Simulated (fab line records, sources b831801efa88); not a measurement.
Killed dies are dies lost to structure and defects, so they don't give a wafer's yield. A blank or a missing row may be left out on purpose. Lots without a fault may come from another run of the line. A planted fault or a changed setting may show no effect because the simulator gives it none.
A struck lot beside a sound one | flow sky130 | 36 steps out of a route of 708
Sound: wafers L639.2, L639.3, L639.4. Struck: wafers L648.1, L648.4, L648.6. The cause comes at the end.
At each step with rows: each side's tool, then ch and its chambers, then its first start. Under that, the readings that differ: sound wafers | struck wafers | difference of the means | sigmas: that difference in standard deviations of wafers without a fault.
alike: readings whose means differ by less than 2 such deviations, and words and numbers that are the same on both sides. not compared: withheld readings, readings that some wafer has no value for, bounds like >300 that may hide the same value, and numbers for which the record gives no deviation and whose values overlap.
The two part at a step that has a row with sigmas, a row that says differs or no value, or rows on one side only. Numbers that don't overlap but have no deviation are shown without sigmas and don't part them. A reading that every wafer of one side lacks parts them only if that side has two wafers or more.

first, 10 steps without rows for these wafers: SKY_POLY_CUT_ETCH_10 (etches BARC in N2/H2, stops on SiO2, time 45.9 s, target depth 60 nm); SKY_POLY_CUT_ETCH_11 (etches Si3N4 in CF4/CH2F2/Ar, stops on poly-Si, time 42.5 s, target depth 60 nm); SKY_POLY_CUT_STRIP_12 (strips in O2/N2); SKY_SD_P_DEHYDRATE_00 (time 60 s); SKY_SD_P_HMDS_01 (prime time 60 s); SKY_SD_P_COAT_02 (resist thk 1140 nm); SKY_SD_P_SOFTBAKE_03 (time 60 s); SKY_SD_P_EXPOSE_04 (exposes mask PSDM, target cd 380 nm); SKY_SD_P_PEB_05; SKY_SD_P_DEVELOP_06 (develop time 60 s).
SKY_SD_P_IMPLANT_09:
  sound on implanter-02 ch 0, day 26 19:16; struck on implanter-02 ch 0, day 30 09:29
  reading                   | sound                | struck               | difference | sigmas
  beam_energy_keV           | 20.001 20.002 19.991 | 14.599 14.602 14.607 | -5.395     | -99 or more
  model.implant.rp_nm (nm)  | 17.48 17.48 17.48    | 13.44 13.44 13.44    | -4.04      |
  model.implant.drp_nm (nm) | 9.746 9.746 9.746    | 7.808 7.808 7.808    | -1.938     |
SKY_SD_P_STRIP_10: strips in O2/N2.
  sound on plasma_asher-03 ch 0,1, day 26 19:23; struck on plasma_asher-03 ch 0, day 30 09:38
  reading                      | sound             | struck            | difference | sigmas
  oes_product_au (a.u.)        | 0.614 0.623 0.619 | 0.649 0.642 0.645 | +0.027     | +6
  strip_time_to_endpoint_s (s) | 17.50 17.50 17.51 | 16.60 16.60 16.63 | -0.89      | -24
  alike: drypump_motor_current_A, o2_flow_sccm
  not compared: rf_hours_counter_h
SKY_SD_P_TW_MEAS_11:
  sound on film_metro-02, day 26 19:30; struck on film_metro-02, day 30 09:44
  reading | sound          | struck         | difference | sigmas
  SD_P_TW | 2781 2768 2762 | 2544 2538 2543 | -229       | -12
then, 21 steps without rows for these wafers: SKY_RES_XHIGH_DEHYDRATE_00 (time 60 s); SKY_RES_XHIGH_HMDS_01 (prime time 60 s); SKY_RES_XHIGH_COAT_02 (resist thk 1140 nm); SKY_RES_XHIGH_SOFTBAKE_03 (time 60 s); SKY_RES_XHIGH_EXPOSE_04 (exposes mask URPM, target cd 1270 nm); SKY_RES_XHIGH_PEB_05; SKY_RES_XHIGH_DEVELOP_06 (develop time 60 s); SKY_RES_XHIGH_IMPLANT_07; SKY_RES_XHIGH_STRIP_08 (strips in O2/N2); SKY_SD_N_DEHYDRATE_00 (time 60 s); SKY_SD_N_HMDS_01 (prime time 60 s); SKY_SD_N_COAT_02 (resist thk 1140 nm); SKY_SD_N_SOFTBAKE_03 (time 60 s); SKY_SD_N_EXPOSE_04 (exposes mask NSDM, target cd 380 nm); SKY_SD_N_PEB_05; SKY_SD_N_DEVELOP_06 (develop time 60 s); SKY_SD_N_IMPLANT_09; SKY_SD_N_IMPLANT_10; SKY_SD_N_STRIP_11 (strips in O2/N2); SKY_SD_N_CLEAN_13 (cleans in SC1/SC2, time 150 s); SKY_SD_N_RTA_14 (time 2 s).
-- the record jumps here: 2 days lie between the struck wafers' starts before and after --
SKY_SD_N_RS_MEAS_17: measures by four-point-probe.
  sound on film_metro-02, day 29 05:29; struck on film_metro-01, day 32 16:52
  reading          | sound             | struck            | difference | sigmas
  SD_P_RS (ohm/sq) | 146.8 147.2 147.8 | 168.5 168.3 168.0 | +21.0      | +52
-- the record jumps here: 16 days lie between the struck wafers' starts before and after (it left off in module SD_N and takes up again in module PAD_OPEN, whose first step shown is number 708 of the route) --
SKY_PAD_OPEN_PROBE_99:
  sound on prober-02, day 46 08:22; struck on prober-01, day 48 21:35
  reading                                 | sound             | struck            | difference | sigmas
  model.etest.res_pdiff.line_ohm_um       | 1372 1393 1359    | 1563 1556 1530    | +175       |
  model.etest.pfet_01v8.r_on_ohm_um       | 2837 2865 2875    | 3009 3014 2983    | +143       |
  model.etest.res_pdiff_hv.rs_ohm_sq      | 191.4 192.8 191.2 | 224.4 221.5 223.5 | +31.3      |
  model.etest.res_pdiff.rs_ohm_sq         | 193.9 195.5 196   | 222.9 220.6 221   | +26.4      |
  model.etest.pfet_01v8.drive_ua_um       | 198.6 195.3 195.8 | 183.5 185 189.8   | -10.5      |
  model.etest.pfet_01v8_hvt.drive_ua_um   | 148.5 146.8 146.2 | 138 137.7 140.2   | -9         |
  model.etest.sram_pfet_latch.drive_ua_um | 146.8 142.7 144.9 | 132.8 133.6 138.5 | -9.8       |
  alike: killed_at_M0_to_M3, killed_at_M4_up, killed_at_contacts, killed_at_front_end, killed_at_other, killed_dies, killed_open, killed_short
  not compared: model.etest.pfet_g5v0d10v5.r_on_ohm_um

WHERE THEY PART
First at SKY_SD_P_IMPLANT_09; last, within this record, at SKY_SD_N_RS_MEAS_17. Later steps at which nothing parts them and some readings are alike: SKY_PAD_OPEN_PROBE_99.

WHY: what the simulator had put in
Process parameter drift: implanter-02, from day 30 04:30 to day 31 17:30, at SKY_SD_P_IMPLANT_09. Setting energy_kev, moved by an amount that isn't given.
